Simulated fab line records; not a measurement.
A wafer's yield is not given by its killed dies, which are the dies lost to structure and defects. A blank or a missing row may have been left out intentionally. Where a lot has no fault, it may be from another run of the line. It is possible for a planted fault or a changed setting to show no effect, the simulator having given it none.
Which tool was responsible? ; flow gf180mcu ; 42 wafers from 14 lots sampled at 5 of the route's 602 steps

== WHAT THE GAUGES SHOWED, per wafer ==
GF_LVPWELL_TW_MEAS_11.
lot;measured;on;LVPWELL_TW
L177;day 3 21:25;film_metro-04;561 563 565
L179;day 4 08:17;film_metro-03;561 563 558
L180;day 4 14:18;film_metro-03;558 555 557
L181;day 4 18:22;film_metro-04;568 566 566
L182;day 4 23:18;film_metro-03;557 557 559
L183;day 5 05:37;film_metro-02;563 557 558
L185;day 5 20:19;film_metro-03;556 555 556
L188;day 6 13:41;film_metro-03;556 559 554
L187;day 6 14:22;film_metro-02;566 561 563
L191;day 7 07:10;film_metro-03;561 559 565
L192;day 7 13:55;film_metro-02;564 563 567
L195;day 8 07:07;film_metro-03;558 560 561
L198;day 9 01:12;film_metro-03;558 561 561
L199;day 9 02:31;film_metro-02;560 560 562

GF_VT_IMPLANT_TW_MEAS_32.
lot;measured;on;VT_IMPLANT_3_TW
L177;day 6 19:03;film_metro-04;273.7 273.0 273.6
L179;day 7 09:20;film_metro-04;274.0 274.6 274.3
L180;day 7 16:50;film_metro-04;273.4 272.3 272.2
L181;day 7 22:34;film_metro-01;269.9 268.5 269.9
L182;day 8 03:49;film_metro-01;268.1 267.9 267.4
L183;day 8 10:52;film_metro-04;269.4 269.2 269.6
L185;day 9 03:26;film_metro-04;269.5 268.4 269.4
L188;day 9 22:50;film_metro-01;270.6 272.6 271.0
L187;day 10 00:07;film_metro-01;269.2 271.1 270.2
L191;day 10 20:22;film_metro-03;271.7 272.3 272.4
L192;day 11 04:38;film_metro-04;270.8 269.3 269.8
L195;day 11 23:34;film_metro-01;269.8 270.4 269.6
L198;day 12 21:48;film_metro-04;271.1 271.2 272.3
L199;day 12 22:58;film_metro-03;273.6 272.4 270.4

GF_VT_IMPLANT_OVL_MEAS_40.
lot;measured;on;VT_IMPLANT_03_OVL (nm)
L177;day 7 10:22;overlay-02;-0.3 1.4 0.7
L179;day 8 01:14;overlay-01;0.2 0.6 0.3
L180;day 8 08:37;overlay-01;-0.3 -1.5 -0.9
L181;day 8 15:04;overlay-01;-1.3 -0.9 -0.6
L182;day 8 20:22;overlay-01;-0.1 0.0 -0.6
L183;day 9 03:17;overlay-02;-0.6 2.1 1.1
L185;day 9 20:58;overlay-01;0.2 -0.1 -0.2
L188;day 10 16:11;overlay-01;0.3 1.3 0.2
L187;day 10 17:26;overlay-02;-1.4 -0.1 -0.7
L191;day 11 14:44;overlay-01;1.7 1.1 0.4
L192;day 11 22:49;overlay-01;156.1 156.7 155.2
L195;day 12 18:15;overlay-02;0.6 1.0 0.7
L198;day 13 18:21;overlay-02;156.9 156.9 157.0
L199;day 13 19:19;overlay-02;1.6 0.6 0.1

GF_VT_IMPLANT_RS_MEAS_49: measurement is done with a four-point probe.
lot;measured;on;MVPSD_RS (ohm/sq)
L177;day 7 11:13;film_metro-03;1160 1162 1160
L179;day 8 02:05;film_metro-03;1169 1169 1169
L180;day 8 09:29;film_metro-04;1166 1165 1163
L181;day 8 15:56;film_metro-03;1172 1174 1174
L182;day 8 21:15;film_metro-02;1173 1174 1177
L183;day 9 04:12;film_metro-04;1168 1167 1165
L185;day 9 21:53;film_metro-02;1172 1172 1169
L188;day 10 17:05;film_metro-02;1175 1173 1176
L187;day 10 18:18;film_metro-03;1166 1171 1170
L191;day 11 15:36;film_metro-03;1165 1166 1169
L192;day 11 23:41;film_metro-03;1166 1167 1167
L195;day 12 19:07;film_metro-03;1163 1165 1164
L198;day 13 19:13;film_metro-04;1173 1171 1169
L199;day 13 20:12;film_metro-03;1167 1167 1166

== WHICH TOOL RAN EACH LOT (tool, then ch and the chambers of the sampled wafers, then the start) ==
lot;GF_VT_IMPLANT_EXPOSE_37
L177;iline_stepper-01 ch 0, day 7 02:20
L179;iline_stepper-01 ch 0, day 7 17:11
L180;iline_stepper-01 ch 0, day 8 00:56
L181;iline_stepper-01 ch 0, day 8 06:56
L182;iline_stepper-01 ch 0, day 8 12:01
L183;iline_stepper-01 ch 0, day 8 19:23
L185;iline_stepper-01 ch 0, day 9 12:40
L188;iline_stepper-02 ch 0, day 10 07:40
L187;iline_stepper-02 ch 0, day 10 09:11
L191;iline_stepper-01 ch 0, day 11 05:38
L192;iline_stepper-01 ch 0, day 11 13:29
L195;iline_stepper-02 ch 0, day 12 08:21
L198;iline_stepper-01 ch 0, day 13 07:30
L199;iline_stepper-02 ch 0, day 13 08:25
- GF_VT_IMPLANT_EXPOSE_37: exposes mask Nwell HV AREA, target cd 860 nm.

== AS READ BY THE TOOLS THEMSELVES (means over the sampled wafers that have a number; for cases with no such wafer, the mark the record gives instead) ==
The record holds no such reading with a usual standard deviation.

== THE ANSWER, worked out from the rows above alone ==
Rule: what is usual is taken from the lots themselves. Put in order of their means at a reading, lots are off if they are a third of the lots or fewer, leave a main group of 4 or more, and stand apart from it by a gap of 3 or more times the standard deviation of the main group's means; of several such gaps the widest counts. The tables above print the reading to a certain number of digits; a main group whose means all agree to those digits is not used. A lot without any number at a reading at which 4 lots or more have one is off too. Any other lot the step has rows for is counted as sound. First the gauges in route order, then the tools' own readings, where a lot's mean is used as printed above. The first step at which some lot is off is used, and at that step the reading that is off furthest; a lot without a number counts as furthest.
Off: at GF_VT_IMPLANT_OVL_MEAS_40 (VT_IMPLANT_03_OVL), L192, L198. The main group: mean 0.2 nm, standard deviation 0.69.
A tool fits if, at a process step before that reading, it ran every lot that is off, and no sound lot after the first of them. Those tools and the gauges at GF_VT_IMPLANT_OVL_MEAS_40 are tried in the same way. One fits: GF_VT_IMPLANT_EXPOSE_37 on iline_stepper-01. Its last sound lot is L191 (day 11 05:38), its first lot that is off L192 (day 11 13:29): a fault that began between those two fits.

== WHAT WAS PUT IN BY THE SIMULATOR ==
Scanner matching overlay: iline_stepper-01, from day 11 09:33 on, at GF_VT_IMPLANT_EXPOSE_37. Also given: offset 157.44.
Struck lots among those shown: L192, L198. The rule above reached the same finding.
